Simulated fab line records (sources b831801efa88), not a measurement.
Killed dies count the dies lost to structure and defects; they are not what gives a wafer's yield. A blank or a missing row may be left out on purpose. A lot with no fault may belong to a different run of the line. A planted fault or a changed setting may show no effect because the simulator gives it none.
Which of the tools did it? | flow sky130 | 11 lots, 33 wafers sampled, at 4 steps of a route of 708

## WHAT THE GAUGES SHOWED, per wafer
SKY_LOCAL_INTERCONNECT_CD_MEAS_11 targets a cd of 170 nm.
lot  | measured     | on        | cd nm (nm)
L312 | day 30 14:25 | cd sem-01 | 170.6 169.0 168.7
L315 | day 31 09:40 | cd sem-01 | 166.1 167.4 165.8
L317 | day 32 11:20 | cd sem-02 | 170.4 170.9 172.0
L318 | day 32 21:01 | cd sem-02 | 167.9 169.3 169.8
L319 | day 33 16:34 | cd sem-02 | 168.8 168.1 167.7
L322 | day 34 02:21 | cd sem-02 | 171.7 170.9 170.9
L320 | day 34 05:46 | cd sem-01 | 169.4 169.7 169.7
L323 | day 34 10:32 | cd sem-01 | 170.8 170.2 169.2
L330 | day 36 09:13 | cd sem-01 | 172.1 170.0 170.6
L332 | day 36 16:38 | cd sem-01 | 171.9 169.0 170.7
L333 | day 37 09:19 | cd sem-02 | 170.8 171.4 171.3

SKY_CONTACT_THK_MEAS_03.
lot  | measured     | on            | CONTACT_HDPCVD_THK (nm)
L312 | day 30 15:26 | film metro-02 | 560 573 569
L315 | day 31 10:43 | film metro-02 | 567 560 572
L317 | day 32 12:21 | film metro-03 | 561 566 555
L318 | day 32 22:03 | film metro-02 | 562 563 568
L319 | day 33 17:35 | film metro-02 | 563 564 565
L322 | day 34 03:25 | film metro-03 | 569 805 799
L320 | day 34 06:49 | film metro-04 | 562 798 561
L323 | day 34 11:57 | film metro-02 | 568 556 574
L330 | day 36 10:23 | film metro-04 | 562 569 567
L332 | day 36 17:47 | film metro-02 | 564 572 566
L333 | day 37 10:20 | film metro-04 | 574 561 567

## EACH LOT AND THE TOOL THAT RAN IT (in order: tool; ch and the chambers of the sampled wafers; start)
lot  | SKY_LI_CONTACT_STRIP_16              | SKY_CONTACT_HDPCVD_02
L312 | plasma asher-03 ch 0,1, day 29 09:02 | hdpcvd-02 ch 0,1,2, day 30 15:22
L315 | plasma asher-01 ch 0,1, day 30 04:59 | hdpcvd-02 ch 1,2, day 31 10:38
L317 | plasma asher-01 ch 0,1, day 31 07:20 | hdpcvd-02 ch 0,1, day 32 12:16
L318 | plasma asher-03 ch 0,1, day 31 17:11 | hdpcvd-02 ch 0,1, day 32 21:58
L319 | plasma asher-03 ch 1, day 32 12:14   | hdpcvd-01 ch 0,1, day 33 17:31
L322 | plasma asher-03 ch 0,1, day 32 22:26 | hdpcvd-02 ch 0,2, day 34 03:21
L320 | plasma asher-04 ch 0,1, day 33 01:41 | hdpcvd-02 ch 1,2, day 34 06:44
L323 | plasma asher-04 ch 0,1, day 33 07:01 | hdpcvd-01 ch 1,2, day 34 11:52
L330 | plasma asher-01 ch 0,1, day 35 06:08 | hdpcvd-01 ch 0,1,2, day 36 10:19
L332 | plasma asher-01 ch 0,1, day 35 13:29 | hdpcvd-01 ch 0,1,2, day 36 17:43
L333 | plasma asher-01 ch 0,1, day 36 06:43 | hdpcvd-02 ch 0,1,2, day 37 10:16
- SKY_LI_CONTACT_STRIP_16: strips in O2/N2.
- SKY_CONTACT_HDPCVD_02: deposits SiO2, target thk 565 nm, time 94.2 s.

## WHAT THE TOOLS THEMSELVES READ (means of the sampled wafers that have a number; where no wafer has one, the mark that the record gives instead)
SKY_LI_CONTACT_STRIP_16.
lot  | tool            | drypump motor current A (A) | o2 flow sccm (sccm) | oes product au (a.u.) | strip time to endpoint s (s)
L312 | plasma asher-03 | 5.9                         | 3008                | 0.377                 | 3.51
L315 | plasma asher-01 | 5.7                         | 3014                | 0.373                 | 3.48
L317 | plasma asher-01 | 5.6                         | 2995                | 0.384                 | 3.55
L318 | plasma asher-03 | 5.9                         | 3001                | 0.378                 | 3.51
L319 | plasma asher-03 | 5.9                         | 2999                | 0.378                 | 3.49
L322 | plasma asher-03 | 5.9                         | 2994                | 0.375                 | 3.50
L320 | plasma asher-04 | 5.6                         | 2994                | 0.377                 | 3.47
L323 | plasma asher-04 | 5.2                         | 2988                | 0.380                 | 3.51
L330 | plasma asher-01 | 5.5                         | 3006                | 0.376                 | 3.53
L332 | plasma asher-01 | 5.6                         | 2994                | 0.374                 | 3.47
L333 | plasma asher-01 | 5.5                         | 3000                | 0.378                 | 3.50

## THE ANSWER, worked out from the rows above alone
Rule: usual is defined by the lots themselves. The widest of any qualifying gaps counts: lots, ordered by their means at a reading, are off when they make up no more than a third of the lots, leave a main group of 4 or more, and stand apart from it by 3 or more times the standard deviation of that group's means. A main group is skipped when, at the precision printed for the reading in the tables above, its means are all equal. A lot without any number at a reading at which 4 lots or more have one is off too. All remaining lots with rows at the step are treated as sound. Order of review: gauges by route order, followed by the tools' own readings, for which a lot's mean as printed above is used. At the first step where some lot is off, the reading lying furthest off is the one used; lots without a number count as furthest.
Off: at SKY_CONTACT_THK_MEAS_03 (CONTACT_HDPCVD_THK), L322, L320. The main group: mean 565 nm, standard deviation 2.1.
A tool fits if, at a process step before that reading, it ran every lot that is off, and no sound lot after the first of them. The gauges at SKY_CONTACT_THK_MEAS_03 are tried like those tools. No candidate that was tried fits.

## WHAT THE SIMULATOR PUT IN
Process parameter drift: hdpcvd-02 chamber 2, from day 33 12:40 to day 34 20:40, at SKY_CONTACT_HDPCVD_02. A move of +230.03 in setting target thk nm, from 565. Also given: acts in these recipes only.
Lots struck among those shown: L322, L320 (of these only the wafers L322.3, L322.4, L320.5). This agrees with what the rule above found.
